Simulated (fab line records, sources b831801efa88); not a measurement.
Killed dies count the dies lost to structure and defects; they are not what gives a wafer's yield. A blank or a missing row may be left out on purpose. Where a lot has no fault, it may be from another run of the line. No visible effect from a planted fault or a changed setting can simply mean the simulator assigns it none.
Comparing a struck lot with a sound one + flow gf180mcu + 40 steps out of a route of 602
Sound: the wafers L751.1, L751.2, L751.3. Struck: wafer L761.5 (left out: L761.1, L761.4 of the same lot, which were not struck); the cause appears at the end.
Order at every step that has rows: each side's tool, ch and its chambers, its first start. Under that, the readings that differ: sound wafers + struck wafers + difference of the means + sigmas: that difference in standard deviations of wafers without a fault.
alike: readings whose means differ by less than 2 such deviations, and words and numbers that are the same on both sides. not compared: withheld readings, readings that some wafer has no value for, bounds like >300 that may hide the same value, and numbers for which the record gives no deviation and whose values overlap.
Wherever a step has rows on one side only, a row that says differs or no value, or a row with sigmas, the two part there. Numbers that don't overlap but have no deviation are shown without sigmas and don't part them. A reading missing from all wafers of one side parts the sides only when that side holds two or more wafers.

GF_V4_RS_MEAS_24: measures by four-point-probe.
  struck on film-metro-03, day 28 00:26; sound on film-metro-04, day 24 12:59
| reading          | sound             | struck | difference | sigmas |
|------------------|-------------------|--------|------------|--------|
| V4_W_RS (ohm/sq) | 0.327 0.327 0.327 | 0.341  | +0.014     | +3     |
GF_V4_THK_MEAS_25: measures by xrf.
  struck on film-metro-03, day 28 00:33; sound on film-metro-04, day 24 13:07
  alike: V4_W_THK
then, 3 steps without rows for these wafers: GF_V4_CMP_26 (polishes, stops on SiO2, t overpolish 15 s, target thk 0 nm); GF_MIM_SPUTTER_00 (material Ti, target thk 37.5 nm, time 150 s); GF_MIM_SPUTTER_01 (material TiN, target thk 30 nm, time 25 s).
GF_MIM_SPUTTER_02: material AlCu, target thk 450 nm, time 23.9 s.
  struck on pvd-sputter-01, day 28 01:02; sound on pvd-sputter-03, day 24 13:36
  alike: chamber-pressure-pa, throttle-valve-pct
then, 3 steps without rows for these wafers: GF_MIM_SPUTTER_03 (material Ti, target thk 10 nm, time 6.7 s); GF_MIM_SPUTTER_04 (material TiN, target thk 50 nm, time 41.7 s); GF_MIM_CVD_05 (deposits Si3N4, target thk 42 nm, time 29.086 s).
GF_MIM_THK_MEAS_06:
  struck on film-metro-01, day 28 01:10; sound on film-metro-02, day 24 13:43
  alike: MIM_CVD_05_THK
GF_MIM_SPUTTER_07: material TiN, target thk 60 nm, time 50 s.
  struck on pvd-sputter-02, day 28 01:13; sound on pvd-sputter-02, day 24 13:47
  alike: chamber-pressure-pa, throttle-valve-pct
then, 1 step without rows for these wafers: GF_MIM_SPUTTER_08 (material AlCu, target thk 200 nm, time 10.6 s).
GF_MIM_SPUTTER_09: material TiN, target thk 35 nm, time 29.2 s.
  struck on pvd-sputter-02, day 28 01:17; sound on pvd-sputter-02, day 24 13:51
| reading                                 | sound            | struck | difference | sigmas |
|-----------------------------------------|------------------|--------|------------|--------|
| model.TiN_of_MIM_SPUTTER_09.thk-nm (nm) | 34.7 35.08 35.12 | 22.88  | -12.09     |        |
  alike: chamber-pressure-pa, throttle-valve-pct
GF_MIM_RS_MEAS_10: measures by four-point-probe.
  struck on film-metro-03, day 28 01:19; sound on film-metro-01, day 24 13:53
  alike: MIM_ALCU_RS
GF_MIM_THK_MEAS_11: measures by xrf.
  struck on film-metro-03, day 28 01:26; sound on film-metro-01, day 24 14:00
  alike: MIM_ALCU_THK
then, 7 steps without rows for these wafers: GF_MIM_DEHYDRATE_12 (time 60 s); GF_MIM_HMDS_13 (prime time 60 s); GF_MIM_COAT_14 (resist thk 1000 nm); GF_MIM_SOFTBAKE_15 (time 60 s); GF_MIM_EXPOSE_16 (exposes mask FuseTop, target cd 2000 nm); GF_MIM_PEB_17; GF_MIM_DEVELOP_18 (develop time 60 s).
GF_MIM_METAL_ETCH_19: etches the open film in Cl2/BCl3, stops on Si3N4, target depth 324.5 nm, time 54.1 s.
  sound on rie-metal-02 ch 0,1, day 25 11:16; struck on rie-metal-01 ch 0, day 28 20:31
| reading                | sound                | struck | difference | sigmas |
|------------------------|----------------------|--------|------------|--------|
| oes-product-au (a.u.)  | 0.950 0.942 0.948    | 0.917  | -0.030     | -5     |
| throttle-valve-pct (%) | 28.274 28.256 28.250 | 28.318 | +0.058     | +5     |
  alike: drypump-motor-current-A
  not compared: rf-hours-counter-h
GF_MIM_STRIP_20: strips in O2/N2.
  sound on plasma-asher-04 ch 0,1, day 25 11:20; struck on plasma-asher-03 ch 0, day 28 20:35
  alike: drypump-motor-current-A, heater-power-w, oes-product-au, strip-time-to-endpoint-s
  not compared: rf-hours-counter-h
then, 9 steps without rows for these wafers: GF_MIM_STRIP_21 (strips in post etch residue remover, time 1200 s); GF_MIM_CLEAN_22 (cleans in DIW); GF_M5_DEHYDRATE_00 (time 60 s); GF_M5_HMDS_01 (prime time 60 s); GF_M5_COAT_02 (resist thk 1000 nm); GF_M5_SOFTBAKE_03 (time 60 s); GF_M5_EXPOSE_04 (exposes mask Metal5, target cd 280 nm); GF_M5_PEB_05 (peb time 90 s); GF_M5_DEVELOP_06 (develop time 60 s).
GF_M5_CD_MEAS_07 targets a cd of 280 nm.
  struck on cd-sem-01, day 29 16:20; sound on cd-sem-02, day 26 08:30
  alike: cd-nm
GF_M5_OVL_MEAS_08:
  struck on overlay-01, day 29 16:28; sound on overlay-01, day 26 08:37
  alike: M5_OVL
then, 1 step without rows for these wafers: GF_M5_ETCH_09 (etches Si3N4 in CF4/O2, target depth 52 nm, time 11.6 s).
GF_M5_METAL_ETCH_10: etches the open film in Cl2/BCl3, stops on SiO2, target depth 627.5 nm, time 104.6 s.
  sound on rie-metal-04 ch 0,1, day 26 08:41; struck on rie-metal-04 ch 1, day 29 16:31
  alike: drypump-motor-current-A, oes-product-au, throttle-valve-pct
  not compared: rf-hours-counter-h
GF_M5_STRIP_11: strips in O2/N2.
  sound on plasma-asher-04 ch 0,1, day 26 08:49; struck on plasma-asher-04 ch 0, day 29 16:38
  alike: drypump-motor-current-A, heater-power-w, oes-product-au, strip-time-to-endpoint-s
  not compared: rf-hours-counter-h
GF_M5_STRIP_12: strips in post etch residue remover, time 1200 s.
  sound on wet-bench-02 ch 2, day 26 08:55; struck on wet-bench-01 ch 3, day 29 16:44
| reading                                 | sound             | struck | difference | sigmas |
|-----------------------------------------|-------------------|--------|------------|--------|
| model.TiN_of_MIM_SPUTTER_09.thk-nm (nm) | 33.86 34.24 34.29 | 22.03  | -12.10     |        |
then, 1 step without rows for these wafers: GF_M5_CLEAN_13 (cleans in DIW).

== WHERE THEY PART ==
At GF_V4_RS_MEAS_24 first; at GF_MIM_METAL_ETCH_19 last (within this record only). Later steps at which nothing parts them and some readings are alike: GF_MIM_STRIP_20, GF_M5_CD_MEAS_07, GF_M5_OVL_MEAS_08, GF_M5_METAL_ETCH_10, GF_M5_STRIP_11.

WHY: what the simulator had put in
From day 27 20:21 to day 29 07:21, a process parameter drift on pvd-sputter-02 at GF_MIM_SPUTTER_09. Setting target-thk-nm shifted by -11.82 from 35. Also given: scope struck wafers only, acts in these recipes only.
